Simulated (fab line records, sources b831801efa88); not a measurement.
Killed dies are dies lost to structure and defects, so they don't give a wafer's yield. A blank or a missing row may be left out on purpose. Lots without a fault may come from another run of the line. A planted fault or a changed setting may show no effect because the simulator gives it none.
Problem report in the 8D (eight disciplines) form, filled by code | flow sky130 | the parts of the form that need people (team, actions taken, sign-off) are left out

1. THE PROBLEM
developer_temp_C at SKY_LDD_HVP_DEVELOP_06 reads a mean of 23.85 C on 6 wafers of 2 lots; wafers without a fault read 22.99 C with a standard deviation of 0.1. That is +8.6 standard deviations from the usual mean.
The step: develop time 60 s.
First seen on wafer L209.2, day 27 08:20, on litho_track-01. The record holds 39 wafers of 13 lots with a number at this step. Rule for "out", or "out of limits": more than 4 standard deviations from the usual mean. The other wafers with a number count as sound.

2. WHAT IT IS AND WHAT IT IS NOT
question                    | is                     | is not
which readings at this step | developer_temp_C       | -
which lots                  | L209, L211             | L198, L199, L200, L201, L205, L206, L212, L213, L215, L218, L219
which wafers of those lots  | all that have a number | -
read on which tools         | litho_track-01         | litho_track-03, litho_track-04
when                        | from day 27 08:20      | up to then (18 sound wafers); but 15 sound wafers of L212, L213, L215, L218, L219 came after

3. SUSPECTS, AND WHAT RULES EACH OUT
Counting: a tool at a process step up to the reading stays a suspect if it ran every lot that is out and no sound lot after the first of them.
- plasma_asher-04 at SKY_SONOS_ONO_STRIP_17 (strips in O2/N2): ruled out as a lasting fault. Sound lots L215, L218, L219 ran on it after its first lot that is out, L209 (day 17 20:41).
- litho_track-01 at SKY_LDD_HVP_DEVELOP_06 (develop time 60 s): kept. It ran every lot that is out, first L209 (day 27 08:20), and no sound lot after that; its last sound lot up to then is L206 (day 25 18:55). Its own readings are out on those wafers: developer_temp_C.
Left after counting: litho_track-01 at SKY_LDD_HVP_DEVELOP_06.

4. THE CAUSE (what the simulator had put in)
Process parameter drift: litho_track-01, from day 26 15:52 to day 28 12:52, at SKY_LDD_HVP_DEVELOP_06. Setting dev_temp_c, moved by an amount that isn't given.
Counting left only this tool.

5. THE CHAIN OF EFFECTS, in route order
Each row: a reading whose mean over the struck wafers that have a number lies more than 3 standard deviations from the usual. Only readings for which the record gives a usual standard deviation are gone through. hours: the time from each lot's start at the first step in this table that gives one to its start at this step, as a median over the lots. sigmas: the change in usual standard deviations.
hours | step                   | reading          | usual   | on struck wafers | change | sigmas
0     | SKY_LDD_HVP_DEVELOP_06 | developer_temp_C | 22.99 C | 23.85            | +0.86  | +8.6
The process steps in it:
- SKY_LDD_HVP_DEVELOP_06: develop time 60 s.

6. WHAT WOULD HAVE CAUGHT IT SOONER
In this record the first reading out of limits was taken at day 27 08:20, 16 hours after the fault began at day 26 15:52.
